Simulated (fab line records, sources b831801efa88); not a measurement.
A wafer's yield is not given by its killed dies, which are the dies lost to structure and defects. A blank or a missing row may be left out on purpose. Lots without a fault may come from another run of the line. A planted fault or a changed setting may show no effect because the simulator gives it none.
fab line records	flow sfq_line
[record] lots = 14	wafers = 42	last_day = 80
route steps=325 shown M1@68 I2@103 M4@159 JJ@196
lots that met no fault: from a run of the same line without faults
start_h: hours from the record's opening day to when the first of the lot's shown wafers began	wait_h: time in hours since the lot's previous step	" identical to the entry in the row above	L1.1+2: a single row standing in for several wafers	- value missing, or start not given	* or withheld: withheld	< > ~ a bound
route shown NAME@n: NAME is a module with steps in the file, n the number in the route of the first one	usual: the fault-free wafers' mean and standard deviation	same: alike in all rows	chamber/n: place in a boat	sites: the reading at each site	_std_site: standard deviation of those values	_edge_site: outer sites' mean less inner sites'	radius_mm: for every site, how far away it sits from the centre of the wafer	mask NAME#n: copy n	behind: the last tool/chamber to shape the wafer	hold: what put the lot on hold/how long, in hours/how the hold closed	device: whichever transistor did not switch (one of n, p or np)	end of line: tests run on the same wafers once the route is complete	a step with no rows: only its recipe	killed: the dies lost at the first sort to structure and to defects; this is not the yield of the wafer	map: the dies of a wafer, with x for killed, . for not killed, _ for no die there
set.NAME: the setting as run; set.NAME@STEP: as run at that earlier step	model.NAME: the simulator's own value behind a step, which no gauge read
one table for each step of the route and one row for each wafer, over a sample of lots
services: the hour from which a tool's chamber was out of use, counted from the record's first day as start_h (under 0 if before that day), plus the number of hours and why
[[steps]]
[step SFQ_M1_OVL_MEAS_911]
[usual] M1_OVL = 1/5.2
lot.wafer	tool	chamber	start_h	wait_h	M1_OVL[nm]
L869.1	overlay-01	-	283.26	0.1	1
L869.5	"	-	"	"	7
L869.6	"	-	"	"	3
L871.1	overlay-01	-	294.81	0.1	1
L871.2	"	-	"	"	3
L871.5	"	-	"	"	6
L873.3	overlay-02	-	314.03	0.1	3
L873.4	"	-	"	"	-5
L873.6	"	-	"	"	-5
L874.1	overlay-01	-	322.41	0.1	6
L874.2	"	-	"	"	3
L874.4	"	-	"	"	3
L875.1	overlay-01	-	333.21	0.1	-4
L875.3	"	-	"	"	-1
L875.5	"	-	"	"	2
L876.3	overlay-01	-	341.63	0.1	9
L876.4	"	-	"	"	7
L876.5	"	-	"	"	4
L880.1	overlay-01	-	365.61	0.1	-5
L880.3	"	-	"	"	-9
L880.4	"	-	"	"	9
L882.1	overlay-01	-	390.04	0.1	-1
L882.3	"	-	"	"	1
L882.6	"	-	"	"	2
L883.2	overlay-01	-	391.24	0.1	-11
L883.4	"	-	"	"	-6
L883.6	"	-	"	"	-7
L885.3	overlay-01	-	403.26	0.1	3
L885.5	"	-	"	"	4
L885.6	"	-	"	"	1
L888.2	overlay-02	-	433.36	0.1	0
L888.4	"	-	"	"	2
L888.5	"	-	"	"	3
L889.1	overlay-01	-	448.74	0.1	-1
L889.2	"	-	"	"	9
L889.6	"	-	"	"	11
L890.2	overlay-01	-	451.14	0.1	3
L890.4	"	-	"	"	3
L890.6	"	-	"	"	-3
L891.1	overlay-02	-	454.74	0.1	3
L891.3	"	-	"	"	3
L891.5	"	-	"	"	6
[step SFQ_TRILAYER_I2_DEP_PECVD_063]
[recipe] material = SiO2	temp_c = 150	time_s = 111.11	pressure_torr = 2.4	rf_w = 183.3	precursor = SiH4/N2O	target_thk_nm = 500
[usual] heater_power_w = 75/12	throttle_valve_pct = 24.6/1.8
[same] time_s = 111.11
lot.wafer	tool	chamber	start_h	wait_h	heater_power_w	throttle_valve_pct
L869.1	pecvd-01	0	411.43	0.0	82	23.6
L869.5	"	0	"	"	82	23.5
L869.6	"	1	"	"	68	22.7
L871.1	pecvd-02	2	431.32	0.0	65	24.1
L871.2	"	1	"	"	60	25.1
L871.5	"	2	"	"	68	24.1
L873.3	pecvd-01	1	454.71	0.0	63	22.9
L873.4	"	2	"	"	85	23.3
L873.6	"	0	"	"	83	23.7
L874.1	pecvd-02	2	460.26	0.0	62	24.0
L874.2	"	1	"	"	56	25.0
L874.4	"	0	"	"	86	28.6
L875.1	pecvd-01	2	472.10	0.0	81	23.6
L875.3	"	0	"	"	81	24.0
L875.5	"	0	"	"	85	23.9
L876.3	pecvd-02	0	479.28	0.0	87	28.6
L876.4	"	2	"	"	68	24.1
L876.5	"	1	"	"	65	25.3
L880.1	pecvd-01	2	503.28	0.0	76	23.4
L880.3	"	0	"	"	84	23.7
L880.4	"	1	"	"	63	22.8
L882.1	pecvd-02	1	526.82	0.0	56	25.1
L882.3	"	2	"	"	72	24.1
L882.6	"	0	"	"	84	28.7
L883.2	pecvd-02	0	531.62	0.0	81	28.4
L883.4	"	0	"	"	81	28.5
L883.6	"	2	"	"	69	24.0
L885.3	pecvd-02	2	547.99	0.0	70	24.1
L885.5	"	1	"	"	62	25.1
L885.6	"	0	"	"	84	28.4
L888.2	pecvd-01	1	572.42	0.0	63	22.8
L888.4	"	2	"	"	84	23.8
L888.5	"	1	"	"	66	22.9
L889.1	pecvd-03	1	582.01	0.0	78	25.4
L889.2	"	0	"	"	94	23.5
L889.6	"	1	"	"	80	25.7
L890.2	pecvd-02	2	589.01	0.0	62	23.5
L890.4	"	2	"	"	66	23.3
L890.6	"	1	"	"	52	22.7
L891.1	pecvd-02	1	597.52	0.0	64	22.6
L891.3	"	0	"	"	90	23.0
L891.5	"	1	"	"	51	22.5
[step SFQ_TRILAYER_M4_BARC_OPEN_METAL_ETCH_123]
[recipe] mask_material = PR	chemistry = O2	target_depth_nm = 125	target = BARC	icp_w = 600	bias_w = 80	pressure_mtorr = 10	time_s = 41.7
[usual] drypump_motor_current_A = 5.5/0.37	he_backside_leak_sccm = 3.49/0.16	oes_product_au = 0.685/0.0046	run_length_s = 69.98/0.28
lot.wafer	tool	chamber	start_h	wait_h	drypump_motor_current_A	he_backside_leak_sccm	oes_product_au	rf_hours_counter_h	run_length_s
L869.1	rie_metal-02	0	821.39	0.0	5.7	3.49	0.681	151	70.04
L869.5	"	0	"	"	5.7	3.98	0.686	-	69.70
L869.6	"	1	"	"	6.0	3.45	0.686	-	70.20
L871.1	rie_metal-02	0	845.57	0.0	5.7	3.65	0.681	156	69.61
L871.2	"	1	"	"	5.9	3.52	0.684	123	69.57
L871.5	"	1	"	"	5.9	3.51	0.683	-	69.84
L873.3	rie_metal-03	1	860.29	0.0	5.4	3.55	0.681	-	69.79
L873.4	"	0	"	"	5.3	3.55	0.684	-	69.92
L873.6	"	0	"	"	5.3	3.25	0.687	-	70.54
L874.1	rie_metal-04	0	868.77	0.1	5.1	3.38	0.685	83	70.27
L874.2	"	1	"	"	4.9	3.60	0.674	106	70.60
L874.4	"	1	"	"	4.9	3.51	0.686	-	70.11
L875.1	rie_metal-02	1	871.07	0.0	6.0	3.39	0.681	129	69.65
L875.3	"	1	"	"	5.9	3.42	0.687	-	70.00
L875.5	"	1	"	"	5.9	3.43	0.685	-	69.57
L876.3	rie_metal-04	1	879.49	0.0	4.8	3.39	0.685	-	70.15
L876.4	"	0	"	"	5.1	3.24	0.679	-	70.42
L876.5	"	0	"	"	5.1	3.21	0.688	-	70.02
L880.1	rie_metal-04	0	898.67	0.0	5.1	3.52	0.671	90	72.36
L880.3	"	1	"	"	4.8	3.59	0.665	-	72.08
L880.4	"	0	"	"	5.1	3.40	0.666	-	71.93
L882.1	rie_metal-04	0	914.27	0.0	5.1	3.30	0.663	93	72.15
L882.3	"	0	"	"	5.0	3.29	0.675	-	72.00
L882.6	"	1	"	"	4.8	3.68	0.674	-	72.21
L883.2	rie_metal-03	1	917.87	0.0	5.4	3.58	0.687	67	69.72
L883.4	"	1	"	"	5.4	3.53	0.688	-	69.81
L883.6	"	0	"	"	5.3	3.39	0.691	-	70.00
L885.3	rie_metal-03	0	929.69	0.0	5.3	3.52	0.682	-	70.03
L885.5	"	0	"	"	5.3	3.45	0.678	-	69.89
L885.6	"	1	"	"	5.4	3.45	0.678	-	69.79
L888.2	rie_metal-02	0	952.57	0.0	5.7	3.77	0.688	12	69.89
L888.4	"	1	"	"	5.9	3.39	0.681	-	69.91
L888.5	"	1	"	"	5.9	3.50	0.683	-	69.56
L889.1	rie_metal-02	1	954.97	0.0	5.9	3.41	0.691	150	69.86
L889.2	"	0	"	"	5.7	3.62	0.683	13	69.74
L889.6	"	1	"	"	6.0	3.41	0.688	-	70.24
L890.2	rie_metal-03	1	958.57	0.0	5.4	3.46	0.690	76	70.26
L890.4	"	1	"	"	5.4	3.51	0.686	-	70.21
L890.6	"	1	"	"	5.4	3.43	0.680	-	69.86
L891.1	rie_metal-02	1	965.32	0.0	5.9	3.45	0.679	153	70.04
L891.3	"	0	"	"	5.8	3.70	0.690	-	69.64
L891.5	"	0	"	"	5.8	4.12	0.691	-	70.00
[step SFQ_TRILAYER_JJ_CE_STRIP_STRIP_120]
[recipe] gas = O2	power_w = 200	platen_temp_c = 40	overash_fraction = 0.65	chemistry = O2	pressure_mtorr = 50
[usual] drypump_motor_current_A = 5.09/0.18	he_backside_leak_sccm = 3.49/0.21	oes_product_au = 1.009/0.011
lot.wafer	tool	chamber	start_h	wait_h	drypump_motor_current_A	he_backside_leak_sccm	oes_product_au	rf_hours_counter_h
L869.1	rie_metal-04	0	981.62	0.0	5.07	3.32	1.012	106
L869.5	"	0	"	"	5.06	3.30	1.017	-
L869.6	"	1	"	"	4.85	3.61	1.000	-
L871.1	rie_metal-03	1	1097.56	0.0	5.41	3.69	1.019	90
L871.2	"	0	"	"	5.30	3.75	0.990	100
L871.5	"	0	"	"	5.30	3.64	0.994	-
L873.3	rie_metal-04	1	1131.10	0.3	4.87	3.61	1.012	-
L873.4	"	0	"	"	5.06	3.27	1.012	-
L873.6	"	0	"	"	5.04	3.09	1.012	-
L874.1	rie_metal-04	0	1148.46	0.0	5.06	3.31	1.009	124
L874.2	"	1	"	"	4.88	3.81	1.003	150
L874.4	"	0	"	"	5.05	3.25	0.999	-
L875.1	rie_metal-04	0	1151.36	0.0	5.06	3.13	1.016	125
L875.3	"	1	"	"	4.84	3.77	1.017	-
L875.5	"	1	"	"	4.87	3.74	1.014	-
L876.3	rie_metal-04	0	1165.46	0.2	5.08	3.22	0.996	-
L876.4	"	1	"	"	4.86	3.67	1.009	-
L876.5	"	1	"	"	4.87	3.78	1.006	-
L880.1	rie_metal-01	1	1197.32	0.0	5.17	3.87	1.029	147
L880.3	"	0	"	"	5.08	3.04	0.999	-
L880.4	"	1	"	"	5.16	3.49	1.026	-
L882.1	rie_metal-01	1	1222.52	0.0	5.15	3.82	1.038	150
L882.3	"	0	"	"	5.06	3.39	1.013	-
L882.6	"	0	"	"	5.09	3.22	1.015	-
L883.2	rie_metal-01	1	1229.77	0.0	5.17	3.64	1.041	151
L883.4	"	1	"	"	5.16	3.62	1.037	-
L883.6	"	1	"	"	5.17	3.74	1.035	-
L885.3	rie_metal-04	0	1257.92	0.4	5.06	3.51	1.006	-
L885.5	"	0	"	"	5.08	3.40	1.019	-
L885.6	"	0	"	"	5.06	3.39	1.010	-
L888.2	rie_metal-03	0	1307.02	0.0	5.31	3.61	0.994	124
L888.4	"	0	"	"	5.30	3.41	0.986	-
L888.5	"	0	"	"	5.31	3.41	0.990	-
L889.1	rie_metal-03	0	1309.42	0.0	5.29	3.53	1.001	124
L889.2	"	1	"	"	5.41	3.62	1.014	114
L889.6	"	0	"	"	5.31	3.53	0.991	-
L890.2	rie_metal-04	1	1314.22	0.0	4.82	3.54	0.996	4
L890.4	"	1	"	"	4.85	3.52	0.991	-
L890.6	"	1	"	"	4.83	3.59	0.996	-
L891.1	rie_metal-01	0	1319.02	0.0	5.05	3.43	1.007	27
L891.3	"	1	"	"	5.16	3.63	1.005	-
L891.5	"	1	"	"	5.17	3.60	0.999	-
[[services]]
tool	chamber	start_h	hours	kind
pecvd-02	-	399.43	2.8	repair
rie_metal-04	0	409.70	9.2	repair
rie_metal-04	-	477.13	2.8	pm
rie_metal-04	-	485.14	14.6	pm
rie_metal-03	-	502.13	0.9	repair
rie_metal-03	-	530.76	5.5	repair
pecvd-02	-	563.75	14.0	pm
pecvd-02	-	584.92	1.8	repair
pecvd-02	-	640.45	6.0	pm
rie_metal-04	1	749.18	16.4	repair
pecvd-02	0	787.32	4.2	repair
pecvd-02	-	826.60	2.8	pm
rie_metal-03	-	837.32	15.6	pm
rie_metal-03	-	866.77	14.6	pm
rie_metal-04	-	888.16	1.4	pm
pecvd-02	2	894.15	20.1	repair
rie_metal-03	1	942.42	2.1	repair
rie_metal-03	-	962.67	28.1	pm
pecvd-02	-	987.29	0.8	repair
rie_metal-04	-	1043.53	6.1	repair
rie_metal-04	0	1055.49	16.3	repair
pecvd-02	2	1176.08	9.4	repair
pecvd-02	-	1245.25	5.5	pm
rie_metal-04	1	1284.01	6.5	repair
[[key]]
[first_sign] step = SFQ_TRILAYER_M4_BARC_OPEN_METAL_ETCH_123	reading = run_length_s	direction = up	sigmas = 7.6	usual = *	struck = *
[effect] step = SFQ_TRILAYER_M4_BARC_OPEN_METAL_ETCH_123	reading = oes_product_au	direction = down	sigmas = 3.5	usual = 0.685	struck = 0.669
met_at SFQ_TRILAYER_M4_BARC_OPEN_METAL_ETCH_123
struck_lots L880,L882
not_acting_at SFQ_M1_OVL_MEAS_911,SFQ_TRILAYER_I2_DEP_PECVD_063,SFQ_TRILAYER_JJ_CE_STRIP_STRIP_120
onset_between 879.49 898.67
[fault] kind = process_parameter_drift	tool = rie_metal-04	chamber = -	onset_h = 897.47	steps = SFQ_TRILAYER_M4_BARC_OPEN_METAL_ETCH_123	channel = time_s	offset = *	shape = step	end_h = 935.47	acts_in = *	stated = *
